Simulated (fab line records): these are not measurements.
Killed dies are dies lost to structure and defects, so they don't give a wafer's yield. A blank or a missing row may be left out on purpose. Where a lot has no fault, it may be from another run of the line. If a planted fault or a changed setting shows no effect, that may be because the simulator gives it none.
Lot-split experiment	flow gf180mcu	route with 602 steps; 5 lots, 23 wafers read

ABOUT THE SPLIT
At GF_NSD_COAT_02 (resist thk 1000 nm), the setting spinRpm was moved away from the recipe's 3000 rpm on 5 of the 23 wafers read, by -7.2% to +4.9%. This setting was run at the recipe's value on the other wafers.

The reading is taken at the split's own step.

THE READING
NOVOLAK_of_NSD_COAT_02.thkNm (the simulator's own value, which no gauge read), in nm, at GF_NSD_COAT_02 (resist thk 1000 nm). No usual value for it is given in the file. Across the 18 wafers here that went through the recipe, the average is 1000.4 nm and the standard deviation 2.5 nm.

wafer	tool, chamber at the split	spinRpm as run, rpm	against the recipe	NOVOLAK_of_NSD_COAT_02.thkNm, nm	against lot-mates on the recipe
L076.3	lithoTrack-02, 0	3000	recipe	1001	-
L076.4	lithoTrack-02, 0	3000	recipe	996.3	-
L076.5	lithoTrack-02, 0	3000	recipe	997.3	-
L078.1	lithoTrack-04, 0	3000	recipe	1003	-
L078.2	lithoTrack-04, 0	3000	recipe	999.9	-
L078.4	lithoTrack-04, 0	3000	recipe	1002	-
L078.6	lithoTrack-04, 0	3000	recipe	1002	-
L078.5	lithoTrack-04, 0	3000	recipe	1000	-
L079.1	lithoTrack-04, 0	3000	recipe	997.1	-
L079.2	lithoTrack-04, 0	3000	recipe	999.2	-
L079.3	lithoTrack-04, 0	3000	recipe	997	-
L079.5	lithoTrack-04, 0	3000	recipe	998.5	-
L079.6	lithoTrack-04, 0	3000	recipe	999.8	-
L082.1	lithoTrack-02, 0	3000	recipe	1005	-
L082.2	lithoTrack-02, 0	3146	+4.9%	979.7	-24.8
L082.3	lithoTrack-02, 0	3000	recipe	1004	-
L082.5	lithoTrack-02, 0	3146	+4.9%	979.2	-25.3
L082.6	lithoTrack-02, 0	3146	+4.9%	978.4	-26.1
L083.1	lithoTrack-02, 0	2784	-7.2%	1041	+39.0
L083.2	lithoTrack-02, 0	2784	-7.2%	1035	+33.0
L083.3	lithoTrack-02, 0	3000	recipe	1003	-
L083.4	lithoTrack-02, 0	3000	recipe	1001	-
L083.5	lithoTrack-02, 0	3000	recipe	1002	-

FIT RESULTS
A straight line over all 23 wafers: NOVOLAK_of_NSD_COAT_02.thkNm changes by -4.88 nm for each +1% of spinRpm; r = -0.98; the points scatter about the line by 2.7 nm.
The same after taking each lot's own level away (the mean of its wafers on the recipe; 23 wafers): -5.09 nm for each +1%; r = -0.99; scatter 1.5 nm.
Per that fit: largest spinRpm move, reading shift of 37 nm.
Measured against the standard deviation above, the lots' own levels, which go from 998.20 to 1004.50 nm, span 2.5 times it.
Hence the lot-to-lot level has little effect on the slope; both slopes agree.
Check: with one of the wafers moved furthest among these (-7.2%) left out of the fit, the line predicts +35.2 nm for it against its lot-mates. It came out at +39 nm against them.

ADDITIONAL SPLITS CARRIED BY THESE WAFERS
Before the reading, these wafers also passed through other splits. Each is held against what the fit with the lots' levels taken away leaves over:
other split on the same wafers	wafers away from the commonest value	r with NOVOLAK_of_NSD_COAT_02.thkNm (lot level and that fit taken away)
GF_POLY_GATE_PEB_08 pebTimeS	9	+0.09
GF_HV_LDD_IMPLANT_09 doseCm2	4	-0.14
GF_HV_LDD_DEVELOP_18 developTimeS	11	-0.16
GF_HV_LDD_IMPLANT_21 doseCm2	7	+0.21
GF_HV_LDD_DEVELOP_45 developTimeS	11	-0.23
GF_HV_LDD_CVD_56 timeS	15	+0.05

THE WHOLE CHAIN: every reading that the file lists as answering this split, in the file's order
step	what it does	reading	change (the file's fit)	r (the file's)
GF_NSD_COAT_02	resist thk 1000 nm	NOVOLAK_of_NSD_COAT_02.thkNm (the simulator's own value, which no gauge read)	-5.1 nm for each +1% of the setting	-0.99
GF_NSD_STRIP_11	strips in O2/N2	stripTimeToEndpointS	withheld for each +1% of the setting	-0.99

FILE'S OWN FIT
NOVOLAK_of_NSD_COAT_02.thkNm changes by -5.1 nm for each +1% of spinRpm, r = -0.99.
